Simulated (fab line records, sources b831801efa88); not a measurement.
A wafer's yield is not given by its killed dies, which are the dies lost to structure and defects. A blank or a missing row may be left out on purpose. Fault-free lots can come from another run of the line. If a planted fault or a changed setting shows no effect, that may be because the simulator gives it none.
Which tool did it? | flow gf180mcu | 15 lots, 42 wafers sampled, at 4 steps of a route of 602

## WHAT EACH GAUGE READ, for each wafer
GF_MVPSD_OVL_MEAS_07. Usual: MVPSD_OVL gives -0.1 nm (standard deviation 1.6).
lot  | measured     | on         | MVPSD_OVL (nm) | flag
L814 | day 4 18:11  | overlay-01 | -4.0 -2.3 -2.3 |
L815 | day 5 11:59  | overlay-02 | -0.8 1.6 1.2   |
L816 | day 6 00:29  | overlay-01 | 0.1 -0.2 1.4   |
L817 | day 6 00:35  | overlay-02 | 1.7 0.2 0.8    |
L818 | day 6 09:29  | overlay-02 | -0.5 -1.0 0.1  |
L819 | day 6 17:59  | overlay-02 | 0.8 3.6 1.9    |
L820 | day 6 19:29  | overlay-01 | -0.8 -2.6 -1.6 |
L821 | day 6 19:50  | overlay-02 | 2.6 1.4 -1.4   |
L825 | day 7 23:08  | overlay-01 | 0.9 0.3        |
L830 | day 8 23:41  | overlay-02 | 1.6 2.5        |
L831 | day 9 07:29  | overlay-01 | 0.7 1.6        |
L832 | day 9 13:42  | overlay-01 | 0.1 0.0 0.0    |
L835 | day 10 08:47 | overlay-02 | -3.5 -2.4 -3.2 |
L836 | day 10 12:14 | overlay-02 | -1.2 -1.6 -0.2 |
L837 | day 10 20:05 | overlay-01 | -1.3 -0.8 -1.5 |

GF_SAB_OVL_MEAS_10. Usual: SAB_OVL gives 1.2 nm (standard deviation 1.4).
lot  | measured     | on         | SAB_OVL (nm)   | flag
L814 | day 14 14:30 | overlay-01 | 1.5 0.9 1.3    |
L815 | day 15 19:43 | overlay-02 | 2.4 0.9 2.1    |
L816 | day 16 10:39 | overlay-02 | 1.5 1.5 1.7    |
L817 | day 16 12:57 | overlay-01 | -1.4 0.2 1.1   |
L818 | day 17 02:51 | overlay-02 | -0.2 0.3 -0.4  |
L819 | day 17 14:48 | overlay-02 | 1.3 -0.6 0.0   |
L820 | day 17 21:57 | overlay-02 | 2.6 1.9 3.1    |
L821 | day 17 20:43 | overlay-01 | 0.1 1.6 0.3    |
L825 | day 19 16:38 | overlay-01 | 1.7 1.6        |
L830 | day 21 03:24 | overlay-02 | 1.6 0.2        |
L831 | day 21 10:06 | overlay-01 | 3.4 2.5        |
L832 | day 21 23:04 | overlay-01 | -1.9 -2.5 -1.2 |
L835 | day 22 22:03 | overlay-02 | -2.1 0.2 -1.0  |
L836 | day 22 23:22 | overlay-01 | -0.2 1.3 0.0   |
L837 | day 23 05:30 | overlay-02 | 0.2 1.0 0.7    |

GF_CONTACT_THK_MEAS_03. Usual: CONTACT_CVD_02_THK gives 866 nm (standard deviation 14).
lot  | measured     | on            | CONTACT_CVD_02_THK (nm) | flag
L814 | day 14 15:34 | film_metro-03 | 837 856 851             |
L815 | day 15 20:49 | film_metro-01 | 851 846 863             |
L816 | day 16 11:46 | film_metro-04 | 853 857 847             |
L817 | day 16 14:03 | film_metro-03 | 848 851 860             |
L818 | day 17 03:58 | film_metro-01 | 854 870 869             |
L819 | day 17 15:53 | film_metro-01 | 866 874 874             |
L820 | day 17 23:02 | film_metro-04 | 860 857 846             |
L821 | day 17 21:49 | film_metro-03 | 855 885 881             |
L825 | day 19 17:50 | film_metro-04 | 874 889                 |
L830 | day 21 04:30 | film_metro-01 | 838 852                 |
L831 | day 21 11:20 | film_metro-04 | 874 876                 |
L832 | day 22 00:10 | film_metro-01 | 865 886 857             |
L835 | day 22 23:08 | film_metro-03 | 853 865 861             |
L836 | day 23 00:26 | film_metro-03 | 860 882 874             |
L837 | day 23 06:50 | film_metro-04 | 861 868 883             |

## TOOL THAT RAN EACH LOT (tool first, then ch and the chambers of the sampled wafers, then the start)
lot  | GF_HV_LDD_ETCHBACK_58
L814 | rie_diel-02 ch 0,1,2, day 12 02:16
L815 | rie_diel-02 ch 0,2,3, day 13 03:16
L816 | rie_diel-03 ch 0,1,3, day 13 18:04
L817 | rie_diel-02 ch 1,3, day 13 20:07
L818 | rie_diel-02 ch 2,3, day 14 09:26
L819 | rie_diel-01 ch 0,1, day 14 20:01
L820 | rie_diel-03 ch 0,1,2, day 15 00:30
L821 | rie_diel-02 ch 2,3, day 14 23:41
L825 | rie_diel-03 ch 2, day 16 17:31
L830 | rie_diel-03 ch 1,2, day 18 01:00
L831 | rie_diel-03 ch 1,2, day 18 07:28
L832 | rie_diel-02 ch 0,1,3, day 18 20:58
L835 | rie_diel-02 ch 1,2, day 19 20:24
L836 | rie_diel-01 ch 1,2,3, day 19 23:04
L837 | rie_diel-01 ch 1,2, day 20 05:39
- GF_HV_LDD_ETCHBACK_58: etches Si3N4 in CH3F/O2, stops on SiO2, time 100 s, target depth 90 nm.

## WHAT THE TOOLS THEMSELVES READ (means of the sampled wafers that have a number; where no wafer has one, the mark that the record gives instead)
GF_HV_LDD_ETCHBACK_58. Usual: chamber_pressure_mTorr 25.001 mTorr, standard deviation 0.023; drypump_motor_current_A 5.5 A, standard deviation 0.48; oes_product_au 0.842 a.u., standard deviation 0.0062; run_length_s 128.3 s, standard deviation 0.49; throttle_valve_pct 10.559 %, standard deviation 0.0089.
lot  | tool        | chamber_pressure_mTorr (mTorr) | drypump_motor_current_A (A) | oes_product_au (a.u.) | run_length_s (s) | throttle_valve_pct (%) | flag
L814 | rie_diel-02 | 25.015                         | 5.7                         | 0.846                 | 128.3            | 10.557                 |
L815 | rie_diel-02 | 24.999                         | 5.5                         | 0.846                 | 128.0            | 10.560                 |
L816 | rie_diel-03 | 25.011                         | 5.6                         | 0.836                 | 128.2            | 10.559                 |
L817 | rie_diel-02 | 25.000                         | 5.4                         | 0.844                 | 128.8            | 10.553                 |
L818 | rie_diel-02 | 25.007                         | 5.2                         | 0.844                 | 128.1            | 10.570                 |
L819 | rie_diel-01 | 25.016                         | 6.4                         | 0.842                 | 128.1            | 10.565                 |
L820 | rie_diel-03 | 25.020                         | 5.5                         | 0.840                 | 128.4            | 10.562                 |
L821 | rie_diel-02 | 25.004                         | 5.2                         | 0.843                 | 127.8            | 10.564                 |
L825 | rie_diel-03 | 25.014                         | 5.3                         | 0.879                 | 124.2            | 10.552                 | OFF
L830 | rie_diel-03 | 25.011                         | 5.8                         | 0.877                 | 124.7            | 10.570                 | OFF
L831 | rie_diel-03 | 24.999                         | 5.8                         | 0.869                 | 124.6            | 10.555                 | OFF
L832 | rie_diel-02 | 25.002                         | 5.6                         | 0.840                 | 128.8            | 10.551                 |
L835 | rie_diel-02 | 24.989                         | 5.5                         | 0.839                 | 127.8            | 10.560                 |
L836 | rie_diel-01 | 24.953                         | 5.4                         | 0.844                 | 128.4            | 10.559                 |
L837 | rie_diel-01 | 24.994                         | 5.5                         | 0.842                 | 128.2            | 10.556                 |

## THE ANSWER, worked out from the rows above alone
Rule: lot off if the mean of its wafers having a number is beyond 3 standard deviations from the usual mean. A lot without any number at a reading at which 4 lots or more have one is off too. All remaining lots with rows at the step are treated as sound. Order of review: gauges by route order, followed by the tools' own readings, for which a lot's mean as printed above is used. The first step at which some lot is off is used, and at that step the reading that is off furthest; a lot without a number counts as furthest.
Off at GF_HV_LDD_ETCHBACK_58 (run_length_s): L825, L830, L831.
A tool fits if, at that step or a process step before it, it ran every lot that is off, and no sound lot after the first of them. One fits: rie_diel-03 at GF_HV_LDD_ETCHBACK_58. Its last sound lot is L820 (day 15 00:30), its first lot that is off L825 (day 16 17:31): a fault that began between those two fits.
The tool's own readings at GF_HV_LDD_ETCHBACK_58 bear it out: on the lots that are off they differ by more than 5 times the standard deviation of the sound lots' means. oes_product_au reads 0.875 a.u. there against 0.842 a.u. on the sound lots; run_length_s reads 124.5 s there against 128.2 s on the sound lots.

## WHAT WAS PUT IN BY THE SIMULATOR
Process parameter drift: rie_diel-03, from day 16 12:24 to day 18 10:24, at GF_HV_LDD_ETCHBACK_58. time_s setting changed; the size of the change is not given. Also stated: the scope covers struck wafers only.
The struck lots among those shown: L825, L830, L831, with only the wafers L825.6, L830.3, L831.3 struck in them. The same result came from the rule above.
